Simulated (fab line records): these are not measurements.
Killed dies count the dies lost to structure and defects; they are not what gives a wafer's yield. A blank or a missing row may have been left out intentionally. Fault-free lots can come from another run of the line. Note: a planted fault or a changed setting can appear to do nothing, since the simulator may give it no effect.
Which tool did it?	flow gf180mcu	42 wafers from 14 lots sampled at 3 of the route's 602 steps

== WHAT EACH GAUGE READ, for each wafer ==
GF_V5_BOW_MEAS_05. Usual: V5_BOW 138 um, standard deviation 11.
lot	measured	on	V5_BOW (um)	flag
L943	day 26 06:52	film_metro-02	115 128 120	
L944	day 26 15:30	film_metro-03	138 136 139	
L945	day 26 22:54	film_metro-04	166 152 151	
L946	day 27 08:13	film_metro-03	143 145 143	
L947	day 27 17:32	film_metro-03	154 143 148	
L948	day 27 21:29	film_metro-04	127 135 135	
L956	day 30 13:57	film_metro-03	136 134 125	
L957	day 30 18:18	film_metro-03	139 130 131	
L959	day 31 06:28	film_metro-02	148 153 154	
L960	day 31 12:38	film_metro-03	134 137 121	
L961	day 31 20:26	film_metro-02	142 145 142	
L964	day 32 11:20	film_metro-02	117 128 121	
L965	day 32 16:10	film_metro-03	134 137 130	
L966	day 33 02:37	film_metro-04	141 146 146	

GF_V5_THK_MEAS_25: measures by xrf. Usual: V5_W_THK 357 nm, standard deviation 6.4.
lot	measured	on	V5_W_THK (nm)	flag
L943	day 27 04:56	film_metro-03	362 359 368	
L944	day 27 12:41	film_metro-02	355 366 349	
L945	day 27 20:03	film_metro-04	346 346 347	
L946	day 28 04:39	film_metro-02	347 351 351	
L947	day 28 14:43	film_metro-03	359 358 358	
L948	day 28 18:05	film_metro-04	360 358 354	
L956	day 31 08:41	film_metro-02	353 348 352	
L957	day 31 13:36	film_metro-03	368 366 367	
L959	day 32 01:04	film_metro-02	358 352 357	
L960	day 32 06:32	film_metro-02	352 342 345	
L961	day 32 13:51	film_metro-03	359 363 362	
L964	day 33 04:34	film_metro-02	358 356 352	
L965	day 33 09:48	film_metro-03	356 351 366	
L966	day 33 19:32	film_metro-02	351 352 357	

== EACH LOT AND THE TOOL THAT RAN IT (in order: tool; ch and the chambers of the sampled wafers; start) ==
lot	GF_VT_IMPLANT_DEVELOP_06
L943	litho_track-03 ch 0, day 5 14:22
L944	litho_track-02 ch 0, day 5 18:29
L945	litho_track-02 ch 0, day 6 02:32
L946	litho_track-02 ch 0, day 6 07:58
L947	litho_track-01 ch 0, day 6 12:46
L948	litho_track-03 ch 0, day 6 20:20
L956	litho_track-03 ch 0, day 9 02:11
L957	litho_track-03 ch 0, day 9 05:49
L959	litho_track-01 ch 0, day 9 19:20
L960	litho_track-01 ch 0, day 10 00:02
L961	litho_track-02 ch 0, day 10 08:07
L964	litho_track-02 ch 0, day 11 02:28
L965	litho_track-01 ch 0, day 11 05:13
L966	litho_track-02 ch 0, day 11 14:40
- GF_VT_IMPLANT_DEVELOP_06: develop time 60 s.

== WHAT THE TOOLS THEMSELVES READ (means of the sampled wafers that have a number; where no wafer has one, the mark that the record gives instead) ==
GF_VT_IMPLANT_DEVELOP_06. Usual: resist_line_temp_C 23.01 C, standard deviation 0.1.
lot	tool	resist_line_temp_C (C)	flag
L943	litho_track-03	22.94	
L944	litho_track-02	23.02	
L945	litho_track-02	23.04	
L946	litho_track-02	23.16	
L947	litho_track-01	22.95	
L948	litho_track-03	22.99	
L956	litho_track-03	23.05	
L957	litho_track-03	23.05	
L959	litho_track-01	22.89	
L960	litho_track-01	22.98	
L961	litho_track-02	23.19	
L964	litho_track-02	23.00	
L965	litho_track-01	22.92	
L966	litho_track-02	22.98	

== THE ANSWER, worked out from the rows above alone ==
Rule: a lot is off if the mean of its wafers that have a number lies more than 3 standard deviations from the usual mean. A lot without any number at a reading at which 4 lots or more have one is off too. All remaining lots with rows at the step are treated as sound. First the gauges in route order, then the tools' own readings, where a lot's mean is used as printed above. At the first step where some lot is off, the reading lying furthest off is the one used; lots without a number count as furthest.
None of the lots is off at any reading shown; this tells nothing.

== WHAT WAS PUT IN BY THE SIMULATOR ==
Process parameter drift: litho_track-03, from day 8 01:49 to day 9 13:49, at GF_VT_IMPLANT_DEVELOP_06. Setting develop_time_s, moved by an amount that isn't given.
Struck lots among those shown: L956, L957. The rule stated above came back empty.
